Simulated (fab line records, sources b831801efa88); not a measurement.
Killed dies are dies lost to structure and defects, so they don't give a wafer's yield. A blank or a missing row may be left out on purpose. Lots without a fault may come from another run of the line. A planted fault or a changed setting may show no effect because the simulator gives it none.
Tool commonality check | flow gf180mcu | 13 lots, 45 wafers sampled

WHY IT WAS OPENED
At GF_SALICIDE_RS_MEAS_04 the reading SALICIDE_TIN_RS is flagged on 2 of 13 lots. Wafers without a fault read 16.41 ohm/sq, standard deviation 0.27.
Rule: a lot is flagged when every wafer of it that has a number lies more than 4 standard deviations from that mean, or none has a number. The other lots count as sound.

lot  | measured     | on            | SALICIDE_TIN_RS (ohm/sq), wafer by wafer | flag
L326 | day 15 13:26 | film_metro-02 | 16.63 16.57 16.40                        |
L327 | day 15 21:35 | film_metro-03 | 16.63 16.62 16.48                        |
L328 | day 16 05:17 | film_metro-03 | 16.50 16.16 16.54                        |
L332 | day 17 18:36 | film_metro-03 | 16.59 16.27 16.61                        |
L335 | day 19 01:09 | film_metro-02 | 16.63 16.73 16.69                        |
L336 | day 19 06:39 | film_metro-03 | 15.58 15.73 15.79                        |
L337 | day 19 09:44 | film_metro-03 | 16.47 16.20 16.40                        |
L338 | day 19 16:46 | film_metro-03 | 16.25 16.01 16.26                        |
L339 | day 20 05:55 | film_metro-02 | 16.04 16.12 16.07                        |
L345 | day 22 16:13 | film_metro-01 | 11.88 11.97 11.82 11.89 11.97 11.83      | FLAGGED
L346 | day 22 20:44 | film_metro-02 | 11.81 11.74 11.79 11.82 11.74 11.79      | FLAGGED
L347 | day 23 10:19 | film_metro-03 | 16.19 16.03 16.08                        |
L348 | day 23 13:23 | film_metro-03 | 15.91 16.16 15.99                        |
The numbers of the flagged lots are 11.84 ohm/sq on average: -4.57 ohm/sq against the usual, or -17 standard deviations.

WHICH TOOL RAN EACH LOT
The record holds 3 process steps before the reading, out of a route of 602 steps. In each cell: the tool, then ch and the chambers that the sampled wafers went through, then the start.
lot  | flag    | GF_PSD_STRIP_10                      | GF_SAB_CVD_00                   | GF_SALICIDE_SPUTTER_02
L326 |         | plasma_asher-01 ch 0,1, day 14 15:09 | pecvd-01 ch 0,1, day 14 15:41   | pvd_sputter-02, day 15 13:23
L327 |         | plasma_asher-01 ch 0,1, day 14 22:55 | pecvd-04 ch 0,1, day 14 23:28   | pvd_sputter-01, day 15 21:31
L328 |         | plasma_asher-03 ch 0,1, day 15 06:45 | pecvd-03 ch 0,1, day 15 07:17   | pvd_sputter-02, day 16 05:13
L332 |         | plasma_asher-04 ch 0,1, day 16 18:33 | pecvd-04 ch 1,2, day 16 19:03   | pvd_sputter-04, day 17 18:31
L335 |         | plasma_asher-03 ch 0,1, day 17 23:58 | pecvd-03 ch 0,2, day 18 00:30   | pvd_sputter-02, day 19 01:05
L336 |         | plasma_asher-03 ch 1, day 18 05:43   | pecvd-03 ch 0,1, day 18 06:15   | pvd_sputter-04, day 19 06:35
L337 |         | plasma_asher-04 ch 0,1, day 18 08:21 | pecvd-04 ch 0,1,2, day 18 08:53 | pvd_sputter-01, day 19 09:40
L338 |         | plasma_asher-04 ch 0,1, day 18 15:30 | pecvd-03 ch 0,1, day 18 16:02   | pvd_sputter-04, day 19 16:43
L339 |         | plasma_asher-04 ch 0, day 19 04:28   | pecvd-01 ch 0,1,2, day 19 05:01 | pvd_sputter-01, day 20 05:51
L345 | FLAGGED | plasma_asher-03 ch 0,1, day 21 15:52 | pecvd-04 ch 0,1,2, day 21 16:24 | pvd_sputter-01, day 22 16:09
L346 | FLAGGED | plasma_asher-04 ch 0,1, day 21 20:33 | pecvd-01 ch 0,2, day 21 21:03   | pvd_sputter-01, day 22 20:38
L347 |         | plasma_asher-04 ch 1, day 22 09:37   | pecvd-03 ch 1,2, day 22 10:09   | pvd_sputter-02, day 23 10:14
L348 |         | plasma_asher-03 ch 0,1, day 22 13:19 | pecvd-03 ch 0,1, day 22 13:51   | pvd_sputter-02, day 23 13:18
What these steps do:
- GF_PSD_STRIP_10: strips in O2/N2.
- GF_SAB_CVD_00: deposits SiO2 from TEOS, target thk 50 nm, time 4.9302 s.
- GF_SALICIDE_SPUTTER_02: material Co, target thk 10 nm, time 20 s.
- GF_SALICIDE_RS_MEAS_04: measures by four-point-probe.

FLAGGED OVER TOTAL, TOOL BY TOOL (the gauges that took the reading come last)
step                   | tool            | lots run | flagged | share of the flagged lots | sound lots run after its first flagged lot
GF_PSD_STRIP_10        | plasma_asher-01 | 2        | 0       | none                      | -
GF_PSD_STRIP_10        | plasma_asher-03 | 5        | 1       | some                      | 1 (L348)
GF_PSD_STRIP_10        | plasma_asher-04 | 6        | 1       | some                      | 1 (L347)
GF_SAB_CVD_00          | pecvd-01        | 3        | 1       | some                      | 0
GF_SAB_CVD_00          | pecvd-03        | 6        | 0       | none                      | -
GF_SAB_CVD_00          | pecvd-04        | 4        | 1       | some                      | 0
GF_SALICIDE_SPUTTER_02 | pvd_sputter-01  | 5        | 2       | all                       | 0
GF_SALICIDE_SPUTTER_02 | pvd_sputter-02  | 5        | 0       | none                      | -
GF_SALICIDE_SPUTTER_02 | pvd_sputter-04  | 3        | 0       | none                      | -
GF_SALICIDE_RS_MEAS_04 | film_metro-01   | 1        | 1       | some                      | 0
GF_SALICIDE_RS_MEAS_04 | film_metro-02   | 4        | 1       | some                      | 0
GF_SALICIDE_RS_MEAS_04 | film_metro-03   | 8        | 0       | none                      | -

WHAT THE TABLE ALLOWS
1 row of the table ran every flagged lot: pvd_sputter-01 at GF_SALICIDE_SPUTTER_02.
- pvd_sputter-01 at GF_SALICIDE_SPUTTER_02: 2 of its 5 lots flagged. Its last sound lot is L339 (day 20 05:51), its first flagged lot L345 (day 22 16:09): a fault that began between those two fits.
One tool is left: pvd_sputter-01 at GF_SALICIDE_SPUTTER_02.

WHAT THE SIMULATOR HAD PUT IN
Process parameter drift: pvd_sputter-01, from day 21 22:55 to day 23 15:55, at GF_SALICIDE_SPUTTER_02. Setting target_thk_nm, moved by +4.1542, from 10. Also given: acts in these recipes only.
Lots struck among those shown: L345, L346. The rule above found the same.
